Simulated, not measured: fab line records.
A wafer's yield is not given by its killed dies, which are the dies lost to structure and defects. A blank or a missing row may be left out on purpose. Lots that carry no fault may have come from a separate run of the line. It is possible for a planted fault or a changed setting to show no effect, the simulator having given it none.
Chamber matching ; flow gf180mcu ; GF_V5_CMP_04 on cmp-01 has 4 sister chambers
The step polishes SiO2. 8 wafers are shown with their chamber, then 7 later ones without.

EACH WAFER AND ITS CHAMBER
wafer;chamber;motorCurrentA (A);slurryFlowMlMin
L079.3;3;11.5;149.0
L080.2;1;11.7;150.0
L080.4;3;11.3;150.0
L080.6;2;12.2;149.9
L088.2;1;12.0;150.6
L088.6;0;11.1;149.4
L095.2;0;11.0;149.9
L095.3;2;13.1;149.8

WAFERS WITHOUT THEIR CHAMBER
wafer;motorCurrentA (A);slurryFlowMlMin
L095.4;11.1;150.1
L096.1;12.0;150.4
L096.2;10.9;149.9
L096.6;11.8;150.7
L097.1;11.5;149.0
L097.2;12.0;149.6
L097.4;10.9;150.3

WHICH CHAMBER EACH ONE RAN IN
wafer;from the rows above;in truth
L095.4;can't be placed: 0 or 3 or 1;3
L096.1;can't be placed: 1 or 2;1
L096.2;can't be placed: 0 or 3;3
L096.6;1;1
L097.1;can't be placed: 3 or 0 or 1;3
L097.2;can't be placed: 1 or 3 or 2 or 0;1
L097.4;can't be placed: 0 or 3 or 1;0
Correct placement for 1 of the 7. Unplaceable from these rows: 6, with the true chamber sitting among the candidates in 6. 0 placed wrongly.
How it was worked out, from the rows above alone: a wafer's distance from a chamber is the root of the sum, over the readings, of the square of ((its reading less the chamber's mean) divided by the reading's scatter). If the next closest chamber is less than 2 further off than the closest, the wafer can't be placed; otherwise it belongs to the closest. Each chamber's mean is taken over the wafers shown for it. How the scatter is found: for the shown wafers, subtract from each reading the mean of its chamber, square and add these, divide the total by (wafers less chambers), then take the root.
